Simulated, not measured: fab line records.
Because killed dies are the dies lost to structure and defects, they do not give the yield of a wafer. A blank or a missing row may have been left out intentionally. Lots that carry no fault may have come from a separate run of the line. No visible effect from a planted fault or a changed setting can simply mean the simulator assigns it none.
fab line records	flow sfqLine
record: lots: 14	wafers: 42	lastDay: 86
route steps=325 shown I0@43 M4@159 I6@279
lots untouched by any fault: they come from a run of this same line in which no faults occurred
startH: hours from the record's opening day to when the first of the lot's shown wafers began	waitH: hours elapsed since this lot's preceding step	" same as the row above	L1.1+2: one row covering several wafers at once	- no value, or no start was given	* or withheld: withheld	< > ~ a bound
route shown NAME@n: a module of which the file shows steps, and the number in the route of the first	usual: mean/standard deviation taken from wafers without a fault	same: alike in all rows	chamber/n: place in a boat	sites: readings site by site	_std_site: how widely they spread, as a standard deviation	_edge_site: outer sites' mean less inner sites'	radiusMm: for every site, how far away it sits from the centre of the wafer	mask NAME#n: copy n	behind: tool/chamber where the wafer was last shaped	hold: what put the lot on hold/how long, in hours/how the hold closed	device: which transistor (n, p or np) failed to switch	end of line: tests of these same wafers at the route's end	a step given without rows: its recipe and nothing more	killed: count of dies lost to structure and defects at first sort (not the wafer's yield)	map: a wafer's dies, marking killed ones x, the rest . and places with no die _
set.NAME: the setting that was run; set.NAME@STEP: the one run at that earlier step	model.NAME: the simulator's own value behind a step, which no gauge read
route steps across a sampled set of lots; one table per step, one row per wafer
services: from which hour (startH, from the record's first day; less than 0 if before it) a tool's chamber was out of use, for how many hours, and why
== steps ==
step: SFQ_TRILAYER_I0_DEP_PECVD_027
recipe: material: SiO2	tempC: 150	timeS: 111.11	pressureTorr: 2.4	rfW: 183.3	precursor: SiH4/N2O	targetThkNm: 500
usual: heaterPowerW: 84/16	throttleValvePct: 24.5/1.3
lot.wafer	tool	chamber	startH	waitH	heaterPowerW	throttleValvePct
L903.4	pecvd-03	2	262.03	0.0	125	22.7
L903.5	"	0	"	"	71	22.8
L903.6	"	1	"	"	69	23.7
L904.1	pecvd-03	0	270.39	0.0	71	22.8
L904.2	"	1	"	"	69	23.8
L904.3	"	2	"	"	117	22.5
L905.1	pecvd-04	2	286.00	0.0	87	25.4
L905.2	"	0	"	"	99	23.4
L905.6	"	2	"	"	87	25.5
L906.1	pecvd-03	2	293.19	0.0	127	22.6
L906.2	"	0	"	"	69	22.5
L906.4	"	0	"	"	73	22.6
L907.3	pecvd-01	2	298.00	0.0	86	26.1
L907.4	"	2	"	"	91	26.2
L907.5	"	1	"	"	97	24.2
L908.3	pecvd-04	0	302.79	0.0	97	23.4
L908.4	"	0	"	"	95	23.2
L908.5	"	2	"	"	86	25.5
L909.1	pecvd-04	1	319.71	0.0	77	26.3
L909.4	"	0	"	"	87	23.6
L909.6	"	1	"	"	81	26.0
L911.2	pecvd-03	0	339.04	0.0	59	23.1
L911.3	"	1	"	"	70	24.2
L911.5	"	0	"	"	62	23.1
L913.1	pecvd-04	2	353.44	0.0	81	25.2
L913.3	"	1	"	"	87	26.2
L913.4	"	0	"	"	90	23.3
L914.2	pecvd-01	2	364.24	0.0	90	26.6
L914.5	"	1	"	"	91	24.0
L914.6	"	2	"	"	75	26.1
L918.1	pecvd-04	1	399.91	0.0	90	25.9
L918.2	"	0	"	"	97	23.3
L918.3	"	2	"	"	81	25.7
L920.1	pecvd-04	1	418.42	0.0	89	26.1
L920.3	"	2	"	"	82	25.4
L920.6	"	0	"	"	95	23.7
L922.3	pecvd-01	0	430.54	0.0	72	25.0
L922.4	"	2	"	"	87	26.8
L922.6	"	0	"	"	75	25.2
L924.2	pecvd-01	0	455.74	0.0	69	25.2
L924.3	"	1	"	"	84	24.0
L924.5	"	1	"	"	89	24.0
step: SFQ_TRILAYER_I0_CMP_CMP_028
recipe: material: SiO2	downForcePsi: 3	platenRpm: 60	padVelocityMS: 0.94248
usual: edgeZonePressureFrac: 1.000/0.0054	motorCurrentA: 9.8/0.93	timeToEndpointS: 215/6.4
lot.wafer	tool	chamber	startH	waitH	edgeZonePressureFrac	motorCurrentA	timeToEndpointS
L903.4	cmp-02	1	265.05	3.0	1.002	10.6	214
L903.5	"	3	266.05	4.0	1.003	10.5	213
L903.6	"	0	"	"	0.998	9.1	219
L904.3	cmp-01	2	276.04	5.6	1.008	9.2	218
L904.2	"	3	"	"	0.998	9.8	211
L904.1	"	0	"	"	1.004	9.2	208
L905.2	cmp-02	2	295.49	9.4	1.006	11.0	212
L905.1	"	1	296.99	10.9	1.002	11.1	212
L905.6	"	3	297.99	11.9	1.000	10.4	216
L906.1	cmp-01	3	300.04	6.8	0.997	9.9	207
L906.2	"	0	"	"	1.007	9.6	211
L906.4	"	1	"	"	0.996	8.4	214
L907.4	cmp-02	2	301.49	3.4	1.001	11.0	224
L907.3	"	3	"	"	0.992	10.4	217
L907.5	"	2	303.49	5.4	1.001	11.1	214
L908.3	cmp-02	1	305.49	2.7	0.986	10.8	212
L908.4	"	2	"	"	1.008	11.1	211
L908.5	"	3	"	"	0.999	10.7	225
L909.1	cmp-01	0	320.07	0.3	1.004	10.1	208
L909.4	"	1	"	"	0.999	8.6	211
L909.6	"	1	322.57	2.8	1.003	8.5	211
L911.2	cmp-02	3	339.12	0.0	0.997	11.0	216
L911.3	"	1	340.12	1.0	1.000	11.0	215
L911.5	"	3	341.12	2.0	0.993	11.3	218
L913.4	cmp-01	1	354.02	0.5	1.004	8.2	217
L913.3	"	2	"	"	1.001	8.6	209
L913.1	"	3	"	"	0.993	10.1	208
L914.2	cmp-01	3	369.79	5.5	1.014	9.9	208
L914.6	"	1	370.79	6.5	0.998	8.5	214
L914.5	"	2	"	"	1.001	9.3	218
L918.1	cmp-01	3	399.99	0.0	0.998	10.3	209
L918.2	"	0	"	"	0.994	9.5	199
L918.3	"	2	401.49	1.5	0.991	9.1	199
L920.3	cmp-01	0	418.50	0.0	1.000	9.7	205
L920.1	"	3	420.00	1.5	1.005	10.2	224
L920.6	"	1	421.00	2.5	1.007	8.5	205
L922.3	cmp-02	2	430.62	0.0	0.993	11.6	207
L922.4	"	3	"	"	0.995	10.5	228
L922.6	"	3	433.12	2.5	0.999	11.2	217
L924.3	cmp-02	1	455.82	0.0	0.996	10.5	209
L924.2	"	0	457.32	1.5	1.000	9.1	207
L924.5	"	1	"	"	0.988	10.5	216
step: SFQ_I0_BOW_MEAS_907
recipe: mode: bow
usual: I0_BOW: 3/7.7
lot.wafer	tool	chamber	startH	waitH	I0_BOW[um]
L903.4	filmMetro-03	-	267.11	1.6	5
L903.5	"	-	"	"	3
L903.6	"	-	"	"	4
L904.1	filmMetro-02	-	278.54	1.0	6
L904.2	"	-	"	"	1
L904.3	"	-	"	"	5
L905.1	filmMetro-03	-	298.49	1.0	1
L905.2	"	-	"	"	11
L905.6	"	-	"	"	-2
L906.1	filmMetro-04	-	302.54	2.0	11
L906.2	"	-	"	"	16
L906.4	"	-	"	"	10
L907.3	filmMetro-02	-	304.53	2.0	6
L907.4	"	-	"	"	0
L907.5	"	-	"	"	5
L908.3	filmMetro-02	-	307.53	1.5	-2
L908.4	"	-	"	"	1
L908.5	"	-	"	"	-6
L909.1	filmMetro-02	-	323.07	2.5	-2
L909.4	"	-	"	"	11
L909.6	"	-	"	"	1
L911.2	filmMetro-03	-	342.14	2.5	0
L911.3	"	-	"	"	0
L911.5	"	-	"	"	-7
L913.1	filmMetro-03	-	356.52	1.0	-2
L913.3	"	-	"	"	1
L913.4	"	-	"	"	2
L914.2	filmMetro-02	-	371.81	1.5	13
L914.5	"	-	"	"	2
L914.6	"	-	"	"	3
L918.1	filmMetro-03	-	402.99	2.5	-1
L918.2	"	-	"	"	0
L918.3	"	-	"	"	1
L918.1	filmMetro-03	-	404.31	1.3	-
L918.2	"	-	"	"	-
L918.3	"	-	"	"	-
L920.1	filmMetro-04	-	421.50	1.0	-4
L920.3	"	-	"	"	-12
L920.6	"	-	"	"	-4
L920.1	filmMetro-04	-	422.82	1.3	-
L920.3	"	-	"	"	-
L920.6	"	-	"	"	-
L922.3	filmMetro-03	-	433.66	2.5	2
L922.4	"	-	"	"	3
L922.6	"	-	"	"	12
L924.2	filmMetro-03	-	458.84	1.0	-5
L924.3	"	-	"	"	5
L924.5	"	-	"	"	-5
step: SFQ_TRILAYER_I0_METRO_MEASURE_029
usual: thkNm: 200.0/0.88
lot.wafer	tool	chamber	startH	waitH	thkNm
L903.4	filmMetro-03	-	267.77	0.6	200.0
L903.5	"	-	"	"	199.0
L903.6	"	-	"	"	200.1
L904.1	filmMetro-02	-	278.66	0.1	199.8
L904.2	"	-	"	"	200.8
L904.3	"	-	"	"	200.5
L905.1	filmMetro-03	-	298.61	0.1	200.5
L905.2	"	-	"	"	200.2
L905.6	"	-	"	"	201.6
L906.1	filmMetro-04	-	302.66	0.1	199.1
L906.2	"	-	"	"	199.9
L906.4	"	-	"	"	198.2
L907.3	filmMetro-02	-	305.01	0.5	200.0
L907.4	"	-	"	"	199.2
L907.5	"	-	"	"	199.5
L908.3	filmMetro-02	-	308.01	0.5	200.7
L908.4	"	-	"	"	199.6
L908.5	"	-	"	"	200.3
L909.1	filmMetro-02	-	323.19	0.1	201.5
L909.4	"	-	"	"	198.0
L909.6	"	-	"	"	199.4
L911.2	filmMetro-03	-	342.44	0.3	199.8
L911.3	"	-	"	"	201.0
L911.5	"	-	"	"	199.9
L913.1	filmMetro-03	-	356.64	0.1	199.2
L913.3	"	-	"	"	200.5
L913.4	"	-	"	"	199.5
L914.2	filmMetro-02	-	372.11	0.3	200.0
L914.5	"	-	"	"	199.8
L914.6	"	-	"	"	199.9
L918.1	filmMetro-03	-	407.52	3.2	199.2
L918.2	"	-	"	"	215.7
L918.3	"	-	"	"	215.8
L918.1	filmMetro-03	-	410.12	2.4	199.1
L918.2	"	-	"	"	215.4
L918.3	"	-	"	"	215.9
L920.1	filmMetro-04	-	425.31	2.5	199.4
L920.3	"	-	"	"	215.4
L920.6	"	-	"	"	214.3
L920.1	filmMetro-04	-	426.68	1.2	199.2
L920.3	"	-	"	"	215.5
L920.6	"	-	"	"	214.5
L922.3	filmMetro-03	-	434.14	0.5	199.0
L922.4	"	-	"	"	199.9
L922.6	"	-	"	"	199.8
L924.2	filmMetro-03	-	459.14	0.3	200.5
L924.3	"	-	"	"	200.0
L924.5	"	-	"	"	200.4
step: SFQ_TRILAYER_I0_VIA_ETCH_VIA_ETCH_034
recipe: target: SiO2	stopOn: Nb	maskMaterial: PR	taperDeg: 20	chemistry: CHF3	targetDepthNm: 260	sourceW: 500	biasW: 80	pressureMtorr: 30	timeS: withheld
usual: drypumpMotorCurrentA: 5.8/0.55	oesProductAu: 0.854/0.0049
lot.wafer	tool	chamber	startH	waitH	drypumpMotorCurrentA	oesProductAu
L903.4	rieDiel-02	2	388.19	0.0	6.3	0.852
L903.5	"	2	"	"	6.3	0.849
L903.6	"	1	"	"	4.8	0.853
L904.1	rieDiel-02	2	402.32	0.0	6.3	0.850
L904.2	"	3	"	"	5.7	0.852
L904.3	"	1	"	"	4.8	0.867
L905.1	rieDiel-03	1	428.42	0.0	6.8	0.854
L905.2	"	2	"	"	6.4	0.853
L905.6	"	0	"	"	6.2	0.861
L906.1	rieDiel-03	2	434.42	0.0	6.4	0.851
L906.2	"	0	"	"	6.1	0.854
L906.4	"	1	"	"	6.8	0.852
L907.3	rieDiel-02	2	436.82	0.0	6.3	0.853
L907.4	"	3	"	"	5.7	0.849
L907.5	"	2	"	"	6.3	0.850
L908.3	rieDiel-01	0	442.82	0.0	5.4	0.853
L908.4	"	3	"	"	6.1	0.848
L908.5	"	0	"	"	5.4	0.853
L909.1	rieDiel-01	3	460.82	0.0	6.0	0.856
L909.4	"	2	"	"	5.8	0.853
L909.6	"	0	"	"	5.4	0.858
L911.2	rieDiel-01	2	481.35	0.0	5.9	0.861
L911.3	"	1	"	"	5.0	0.847
L911.5	"	2	"	"	5.9	0.851
L913.1	rieDiel-02	1	505.59	0.0	4.8	0.850
L913.3	"	2	"	"	6.3	0.852
L913.4	"	0	"	"	6.0	0.860
L914.2	rieDiel-02	2	531.95	0.0	6.3	0.854
L914.5	"	2	"	"	6.3	0.853
L914.6	"	3	"	"	5.7	0.850
L918.1	rieDiel-02	2	564.35	0.0	6.3	0.846
L918.2	"	0	"	"	6.0	0.880
L918.3	"	1	"	"	4.8	0.889
L920.1	rieDiel-01	1	588.58	0.0	5.0	0.852
L920.3	"	3	"	"	6.0	0.899
L920.6	"	3	"	"	6.0	0.894
L922.3	rieDiel-03	2	598.18	0.0	6.4	0.860
L922.4	"	0	"	"	6.2	0.853
L922.6	"	3	"	"	5.8	0.851
L924.2	rieDiel-03	0	614.98	0.0	6.1	0.853
L924.3	"	2	"	"	6.4	0.852
L924.5	"	0	"	"	6.1	0.863
step: SFQ_TRILAYER_M4_BARC_OPEN_METAL_ETCH_123
recipe: maskMaterial: PR	chemistry: O2	targetDepthNm: 125	target: BARC	icpW: 600	biasW: 80	pressureMtorr: 10	timeS: 41.7
usual: drypumpMotorCurrentA: 5.6/0.51	oesProductAu: 0.686/0.0044
lot.wafer	tool	chamber	startH	waitH	drypumpMotorCurrentA	oesProductAu	rfHoursCounterH
L903.4	rieMetal-03	1	858.37	0.0	4.8	0.692	-
L903.5	"	0	"	"	6.1	0.688	-
L903.6	"	1	"	"	4.8	0.685	-
L904.1	rieMetal-02	0	859.67	0.0	5.6	0.687	84
L904.2	"	1	"	"	5.8	0.681	4
L904.3	"	1	"	"	5.8	0.686	-
L905.1	rieMetal-01	1	932.02	0.0	6.0	0.685	117
L905.2	"	0	"	"	5.2	0.688	100
L905.6	"	1	"	"	6.0	0.680	-
L906.1	rieMetal-02	0	948.04	0.0	5.6	0.687	95
L906.2	"	1	"	"	5.8	0.683	14
L906.4	"	0	"	"	5.6	0.688	-
L907.3	rieMetal-01	0	949.26	0.0	5.2	0.692	-
L907.4	"	1	"	"	6.0	0.689	-
L907.5	"	0	"	"	5.2	0.682	-
L908.3	rieMetal-03	0	950.46	0.0	6.1	0.687	-
L908.4	"	1	"	"	4.8	0.687	-
L908.5	"	0	"	"	6.1	0.685	-
L909.1	rieMetal-03	0	1072.90	0.0	6.2	0.694	88
L909.4	"	0	"	"	6.1	0.686	-
L909.6	"	1	"	"	4.8	0.686	-
L911.2	rieMetal-03	1	1098.65	0.0	4.8	0.689	39
L911.3	"	1	"	"	4.8	0.686	-
L911.5	"	0	"	"	6.2	0.683	-
L913.1	rieMetal-02	0	1123.88	0.0	5.6	0.686	117
L913.3	"	0	"	"	5.6	0.695	-
L913.4	"	1	"	"	5.8	0.686	-
L914.2	rieMetal-03	0	1129.28	0.0	6.1	0.685	95
L914.5	"	0	"	"	6.2	0.691	-
L914.6	"	1	"	"	4.8	0.678	-
L918.1	rieMetal-02	1	1162.21	0.0	5.8	0.690	41
L918.2	"	0	"	"	5.6	0.688	122
L918.3	"	0	"	"	5.6	0.685	-
L920.1	rieMetal-01	0	1204.52	0.0	5.3	0.688	2
L920.3	"	1	"	"	6.0	0.686	-
L920.6	"	0	"	"	5.2	0.688	-
L922.3	rieMetal-03	0	1212.38	0.0	6.2	0.686	-
L922.4	"	1	"	"	4.8	0.680	-
L922.6	"	0	"	"	6.1	0.692	-
L924.2	rieMetal-03	1	1218.71	0.0	4.8	0.679	53
L924.3	"	0	"	"	6.1	0.690	-
L924.5	"	1	"	"	4.8	0.689	-
step: SFQ_TRILAYER_I6_VIA_STRIP_STRIP_173
recipe: gas: O2	powerW: 200	platenTempC: 40	overashFraction: 0.65	chemistry: O2	pressureMtorr: 50
usual: drypumpMotorCurrentA: 5.6/0.46	oesProductAu: 1.003/0.0088
same: overashFraction: 0.65
lot.wafer	tool	chamber	startH	waitH	drypumpMotorCurrentA	oesProductAu	rfHoursCounterH
L903.4	rieMetal-03	1	1826.57	-	4.8	0.985	-
L903.5	"	0	"	"	6.1	1.005	-
L903.6	"	1	"	"	4.8	0.994	-
L904.1	rieMetal-02	0	1827.57	-	5.6	1.005	86
L904.2	"	1	"	"	5.7	0.997	10
L904.3	"	0	"	"	5.6	1.008	-
L905.1	rieMetal-01	1	1868.93	-	6.0	0.996	108
L905.2	"	0	"	"	5.2	0.991	91
L905.6	"	1	"	"	6.0	1.008	-
L906.1	rieMetal-02	1	1871.33	-	5.8	1.016	15
L906.2	"	0	"	"	5.6	1.006	92
L906.4	"	1	"	"	5.8	1.020	-
L907.3	rieMetal-02	0	1875.26	-	5.6	0.999	-
L907.4	"	1	"	"	5.8	1.003	-
L907.5	"	1	"	"	5.8	1.001	-
L908.3	rieMetal-02	1	1878.86	-	5.8	1.006	-
L908.4	"	0	"	"	5.6	1.006	-
L908.5	"	1	"	"	5.8	1.011	-
L909.1	rieMetal-01	0	1884.66	-	5.2	1.000	93
L909.4	"	1	"	"	6.0	0.994	-
L909.6	"	1	"	"	6.0	1.002	-
L911.2	rieMetal-02	1	1892.97	-	5.8	1.016	18
L911.3	"	1	"	"	5.8	1.012	-
L911.5	"	1	"	"	5.8	1.015	-
L913.1	rieMetal-02	1	1898.97	-	5.8	1.010	18
L913.3	"	0	"	"	5.6	1.001	-
L913.4	"	1	"	"	5.8	1.010	-
L914.2	rieMetal-01	0	1905.03	-	5.2	0.987	95
L914.5	"	0	"	"	5.2	1.000	-
L914.6	"	1	"	"	6.0	1.014	-
L918.1	rieMetal-03	0	1929.03	-	6.2	1.010	61
L918.2	"	1	"	"	4.8	0.994	16
L918.3	"	1	"	"	4.8	0.990	-
L920.1	rieMetal-01	0	1941.07	-	5.2	0.990	99
L920.3	"	0	"	"	5.2	0.989	-
L920.6	"	1	"	"	6.0	1.000	-
L922.3	rieMetal-02	1	1945.00	-	5.8	1.022	-
L922.4	"	0	"	"	5.6	1.002	-
L922.6	"	0	"	"	5.6	1.012	-
L924.2	rieMetal-03	1	1949.60	-	4.8	1.008	19
L924.3	"	0	"	"	6.2	1.016	-
L924.5	"	1	"	"	4.8	1.014	-
== services ==
tool	chamber	startH	hours	kind
rieMetal-03	-	330.70	1.2	repair
rieMetal-02	-	372.10	15.6	pm
rieMetal-03	0	449.70	6.4	repair
rieMetal-02	0	613.12	20.0	repair
rieMetal-02	-	698.30	4.0	repair
rieMetal-02	1	705.03	4.9	repair
rieMetal-03	-	792.23	2.8	pm
rieMetal-03	-	895.33	0.3	repair
rieMetal-02	1	911.86	9.9	repair
rieMetal-02	-	948.83	2.8	pm
rieMetal-02	1	991.21	3.6	repair
rieMetal-03	-	1008.53	0.7	repair
rieMetal-03	-	1049.87	1.4	pm
rieMetal-02	0	1100.62	3.0	repair
rieMetal-03	1	1162.63	31.6	repair
rieMetal-03	-	1231.48	1.2	repair
rieMetal-02	1	1285.18	35.8	repair
rieMetal-02	-	1492.89	1.4	pm
rieMetal-03	1	1586.17	28.9	repair
rieMetal-03	0	1639.65	9.6	repair
rieMetal-03	-	1660.20	0.1	repair
rieMetal-03	-	1698.23	0.5	repair
rieMetal-03	0	1749.06	3.4	repair
rieMetal-02	0	1802.32	21.4	repair
== key ==
firstSign: step: SFQ_TRILAYER_I0_CMP_CMP_028	reading: timeToEndpointS	direction: down	sigmas: 2	usual: *	struck: *
effect: step: SFQ_I0_BOW_MEAS_907	reading: visit	direction: added
effect: step: SFQ_TRILAYER_I0_METRO_MEASURE_029	reading: visit	direction: added
effect: step: SFQ_TRILAYER_I0_METRO_MEASURE_029	reading: thkNm	direction: up	sigmas: 18	usual: 200.0	struck: 215.3
effect: step: SFQ_TRILAYER_I0_VIA_ETCH_VIA_ETCH_034	reading: oesProductAu	direction: up	sigmas: 7.4	usual: 0.854	struck: 0.891
metAt SFQ_TRILAYER_I0_CMP_CMP_028
struckLots L918,L920
struckWafers L918.2,L918.3,L920.3,L920.6
notActingAt SFQ_TRILAYER_I0_DEP_PECVD_027,SFQ_TRILAYER_M4_BARC_OPEN_METAL_ETCH_123,SFQ_TRILAYER_I6_VIA_STRIP_STRIP_173
onsetBetween 369.79 399.99
fault: kind: processParameterDrift	tool: cmp-01	chamber: -	onsetH: 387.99	steps: SFQ_TRILAYER_I0_CMP_CMP_028	channel: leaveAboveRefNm	offset: 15	shape: step	endH: 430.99	scope: struckWafersOnly	actsIn: theseRecipesOnly	stated: 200
